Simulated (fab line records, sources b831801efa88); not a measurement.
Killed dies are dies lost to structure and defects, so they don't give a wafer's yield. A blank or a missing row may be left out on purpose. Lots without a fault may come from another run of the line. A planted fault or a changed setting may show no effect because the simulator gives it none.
fab line records | flow gf180mcu
record lots=12 wafers=35 last_day=34
route steps=602 shown V1@357 M2@366 M3@415 V3@431
lots that met no fault: from a run of the same line without faults
start_h: hours from the record's first day to the start of the lot's first wafer shown | wait_h: hours since the lot's step before | " the same as in the row above | L1.1+2: a row that stands for several wafers | - no value, or no start given | * or withheld: withheld | < > ~ a bound
route shown NAME@n: a module of which the file shows steps, and the number in the route of the first | usual: mean/standard deviation of fault-free wafers | same: alike in all rows | chamber/n: place in a boat | sites: the reading at each site | _std_site: their standard deviation | _edge_site: outer sites' mean less inner sites' | radius_mm: how far each site lies from the wafer's centre | mask NAME#n: copy n | behind: the tool/chamber that last shaped the wafer | hold: why the lot was held/for how many hours/how that ended | device: the transistor (n, p or np) that didn't switch | end of line: the same wafers' tests at the end of the route | a step without rows: its recipe alone | killed: dies lost to structure and defects at the first sort, not the wafer's yield | map: a wafer's dies, x killed, . not, _ none there
set.NAME: the setting as run; set.NAME@STEP: as run at that earlier step | model.NAME: the simulator's own value behind a step, which no gauge read
steps of the route over a sample of lots; a table a step, a row a wafer
services: from which hour (start_h, from the record's first day; less than 0 if before it) a tool's chamber was out of use, for how many hours, and why
## steps
# step GF_V1_SPUTTER_22
# recipe material=TiN target_thk_nm=10 chamber_pressure_pa=5 power_w=4000 time_s=40
# usual chamber_pressure_pa=4.998/0.01 throttle_valve_pct=30.0/1.2
# columns lot.wafer tool chamber start_h wait_h chamber_pressure_pa throttle_valve_pct
L159.2 pvd_sputter-01 - 433.22 0.0 5.004 28.4
L159.3 " - " " 4.993 31.5
L159.5 " - " " 4.994 29.6
L158.3 pvd_sputter-02 - 434.69 0.0 4.997 32.7
L158.4 " - " " 4.993 29.1
L158.6 " - " " 4.987 29.2
L160.2 pvd_sputter-04 - 443.50 0.0 5.014 30.2
L160.4 " - " " 4.986 30.7
L160.5 " - " " 4.993 29.0
L161.2 pvd_sputter-04 - 454.11 0.0 5.003 29.2
L161.3 " - " " 4.991 29.7
L161.4 " - " " 5.019 28.6
L162.2 pvd_sputter-01 - 456.96 0.0 4.983 31.6
L162.3 " - " " 5.007 30.0
L162.4 " - " " 4.986 31.4
L164.1 pvd_sputter-04 - 480.42 0.0 5.004 28.7
L164.4 " - " " 5.012 30.8
L164.5 " - " " 4.981 29.0
L166.2 pvd_sputter-01 - 493.92 0.0 4.995 27.9
L166.3 " - " " 5.006 30.9
L166.4 " - " " 5.002 31.1
L167.1 pvd_sputter-04 - 501.42 0.0 5.005 29.9
L167.2 " - " " 5.005 28.9
L167.4 " - " " 5.010 28.8
L168.2 pvd_sputter-01 - 512.12 0.0 4.989 29.9
L168.4 " - " " 5.014 28.1
L168.6 " - " " 4.988 28.2
L172.2 pvd_sputter-01 - 544.00 0.0 4.979 27.9
L172.6 " - " " 4.985 28.1
L178.1 pvd_sputter-04 - 587.97 0.0 4.984 31.0
L178.3 " - " " 4.985 29.0
L178.6 " - " " 4.992 29.1
L180.3 pvd_sputter-04 - 604.51 0.0 4.996 28.8
L180.4 " - " " 5.008 29.1
L180.5 " - " " 4.992 28.8
# step GF_M2_SPUTTER_04
# recipe material=TiN target_thk_nm=50 power_w=6500 time_s=41.7 chamber_pressure_pa=0.4
# usual chamber_pressure_pa=0.3999/0.00087 throttle_valve_pct=30.1/1.2
# columns lot.wafer tool chamber start_h wait_h chamber_pressure_pa throttle_valve_pct
L159.2 pvd_sputter-02 - 434.03 0.0 0.3995 32.7
L159.3 " - " " 0.3996 28.7
L159.5 " - " " 0.3999 29.7
L158.3 pvd_sputter-04 - 435.61 0.0 0.3994 30.0
L158.4 " - " " 0.4000 30.7
L158.6 " - " " 0.3997 28.7
L160.2 pvd_sputter-02 - 444.43 0.0 0.4018 29.6
L160.4 " - " " 0.4008 32.7
L160.5 " - " " 0.4010 32.3
L161.2 pvd_sputter-02 - 454.92 0.0 0.3989 29.4
L161.3 " - " " 0.4005 32.6
L161.4 " - " " 0.3997 31.7
L162.2 pvd_sputter-02 - 457.77 0.0 0.4002 32.0
L162.3 " - " " 0.4005 28.9
L162.4 " - " " 0.3987 32.6
L164.1 pvd_sputter-03 - 481.23 0.0 0.3997 29.7
L164.4 " - " " 0.3999 29.9
L164.5 " - " " 0.3995 29.4
L166.2 pvd_sputter-02 - 494.74 0.0 0.4005 32.7
L166.3 " - " " 0.4003 28.9
L166.4 " - " " 0.3991 29.4
L167.1 pvd_sputter-04 - 502.23 0.0 0.4006 30.9
L167.2 " - " " 0.4003 29.1
L167.4 " - " " 0.3995 29.7
L168.2 pvd_sputter-04 - 512.93 0.0 0.4001 29.1
L168.4 " - " " 0.3989 28.8
L168.6 " - " " 0.3999 28.9
L172.2 pvd_sputter-04 - 544.81 0.0 0.4004 29.0
L172.6 " - " " 0.4003 30.1
L178.1 pvd_sputter-02 - 588.89 0.0 0.4006 31.8
L178.3 " - " " 0.4008 32.4
L178.6 " - " " 0.3989 29.0
L180.3 pvd_sputter-03 - 605.32 0.0 0.3996 29.5
L180.4 " - " " 0.3987 30.6
L180.5 " - " " 0.3987 30.5
# step GF_M2_THK_MEAS_06
# recipe thk_meas_gauge=xrf reads=AlCu_of_M2_SPUTTER_02
# usual M2_ALCU_THK=451/5.2
# columns lot.wafer tool chamber start_h wait_h M2_ALCU_THK[nm]
L159.2 film_metro-02 - 434.20 0.1 447
L159.3 " - " " 441
L159.5 " - " " 450
L158.3 film_metro-03 - 435.79 0.1 451
L158.4 " - " " 445
L158.6 " - " " 445
L160.2 film_metro-04 - 444.60 0.1 452
L160.4 " - " " 449
L160.5 " - " " 456
L161.2 film_metro-04 - 455.09 0.1 459
L161.3 " - " " 458
L161.4 " - " " 459
L162.2 film_metro-04 - 457.94 0.1 456
L162.3 " - " " 455
L162.4 " - " " 461
L164.1 film_metro-04 - 481.39 0.1 449
L164.4 " - " " 452
L164.5 " - " " 451
L166.2 film_metro-02 - 494.91 0.1 449
L166.3 " - " " 444
L166.4 " - " " 450
L167.1 film_metro-04 - 502.39 0.1 461
L167.2 " - " " 460
L167.4 " - " " 458
L168.2 film_metro-03 - 513.10 0.1 450
L168.4 " - " " 454
L168.6 " - " " 458
L172.2 film_metro-04 - 544.98 0.1 435
L172.6 " - " " 459
L178.1 film_metro-02 - 589.05 0.1 440
L178.3 " - " " 445
L178.6 " - " " 440
L180.3 film_metro-04 - 605.50 0.1 456
L180.4 " - " " 450
L180.5 " - " " 449
# step GF_M3_THK_MEAS_06
# recipe thk_meas_gauge=xrf reads=AlCu_of_M3_SPUTTER_02
# usual M3_ALCU_THK=447/4.9
# columns lot.wafer tool chamber start_h wait_h M3_ALCU_THK[nm]
L159.2 film_metro-04 - 486.06 0.1 453
L159.3 " - " " 451
L159.5 " - " " 453
L158.3 film_metro-01 - 486.66 0.1 447
L158.4 " - " " 441
L158.6 " - " " 443
L160.2 film_metro-04 - 495.25 0.1 449
L160.4 " - " " 447
L160.5 " - " " 454
L161.2 film_metro-04 - 505.60 0.1 442
L161.3 " - " " 441
L161.4 " - " " 445
L162.2 film_metro-04 - 507.65 0.1 452
L162.3 " - " " 453
L162.4 " - " " 455
L164.1 film_metro-01 - 530.93 0.1 442
L164.4 " - " " 449
L164.5 " - " " 443
L166.2 film_metro-04 - 543.56 0.1 455
L166.3 " - " " 453
L166.4 " - " " 452
L167.1 film_metro-01 - 551.11 0.1 439
L167.2 " - " " 438
L167.4 " - " " 441
L168.2 film_metro-03 - 562.29 0.1 447
L168.4 " - " " 450
L168.6 " - " " 447
L172.2 film_metro-03 - 592.58 0.1 451
L172.6 " - " " 453
L178.1 film_metro-01 - 633.32 0.1 443
L178.3 " - " " 444
L178.6 " - " " 449
L180.3 film_metro-04 - 649.53 0.1 453
L180.4 " - " " 455
L180.5 " - " " 450
# step GF_V3_CVD_02
# recipe material=SiO2 target_thk_nm=850 precursor=TEOS temp_c=400 time_s=94.851 rf_w=600
# usual heater_power_w=647/130
# columns lot.wafer tool chamber start_h wait_h heater_power_w
L159.2 pecvd-01 1 510.11 0.0 536
L159.3 " 0 " " 407
L159.5 " 2 " " 689
L158.3 pecvd-02 1 511.46 0.0 534
L158.4 " 2 " " 772
L158.6 " 0 " " 676
L160.2 pecvd-01 1 519.31 0.0 545
L160.4 " 2 " " 636
L160.5 " 0 " " 392
L161.2 pecvd-01 0 529.32 0.0 388
L161.3 " 2 " " 659
L161.4 " 1 " " 560
L162.2 pecvd-02 0 531.75 0.0 748
L162.3 " 1 " " 439
L162.4 " 0 " " 591
L164.1 pecvd-02 2 553.83 0.1 807
L164.4 " 2 " " 668
L164.5 " 1 " " 507
L166.2 pecvd-02 1 566.67 0.0 528
L166.3 " 0 " " 659
L166.4 " 0 " " 709
L167.1 pecvd-01 0 574.48 0.1 483
L167.2 " 1 " " 543
L167.4 " 2 " " 637
L168.2 pecvd-01 1 584.76 0.0 619
L168.4 " 2 " " 675
L168.6 " 1 " " 494
L172.2 pecvd-04 1 614.79 0.0 768
L172.6 " 2 " " 776
L178.1 pecvd-02 1 654.04 0.1 545
L178.3 " 2 " " 720
L178.6 " 2 " " 787
L180.3 pecvd-04 0 668.76 0.0 856
L180.4 " 0 " " 693
L180.5 " 2 " " 632
## services
# columns tool chamber start_h hours kind
pvd_sputter-02 - 412.88 5.0 repair
pvd_sputter-01 - 434.46 1.3 repair
pvd_sputter-02 - 468.21 3.4 repair
pvd_sputter-02 0 475.81 - consumable_replace:kit
pvd_sputter-02 0 475.81 18.0 scheduled_down
pvd_sputter-02 0 475.81 18.0 vent_cycle
pecvd-02 0 490.37 2.8 repair
pvd_sputter-04 - 510.33 2.0 repair
pecvd-01 - 513.72 5.5 pm
pvd_sputter-04 2 530.00 - consumable_replace:kit
pvd_sputter-04 2 530.00 18.0 scheduled_down
pvd_sputter-04 2 530.00 18.0 vent_cycle
pvd_sputter-01 - 538.21 3.4 repair
pecvd-04 0 541.84 3.3 repair
pvd_sputter-02 - 542.69 24.9 repair
pvd_sputter-04 - 565.47 3.3 repair
pecvd-02 1 573.48 15.7 repair
pecvd-01 - 576.23 1.3 repair
pecvd-04 - 591.12 14.0 pm
pvd_sputter-02 - 597.88 0.5 repair
pvd_sputter-04 - 655.53 2.1 repair
pvd_sputter-02 3 662.06 - consumable_replace:kit
pvd_sputter-02 3 662.06 18.0 scheduled_down
pvd_sputter-02 - 663.89 8.5 repair
## key
first_sign step=GF_M2_THK_MEAS_06 reading=M2_ALCU_THK direction=down sigmas=3.1 usual=451 struck=435
effect none on later readings
met_at GF_M2_SPUTTER_04
struck_lots L172
struck_wafers L172.2
not_acting_at GF_V1_SPUTTER_22,GF_M3_THK_MEAS_06,GF_V3_CVD_02
onset_between 512.93 544.81
fault kind=process_parameter_drift tool=pvd_sputter-04 chamber=- onset_h=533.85 steps=GF_M2_SPUTTER_04 channel=target_thk_nm offset=25.71 shape=step end_h=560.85 scope=struck_wafers_only acts_in=these_recipes_only stated=50
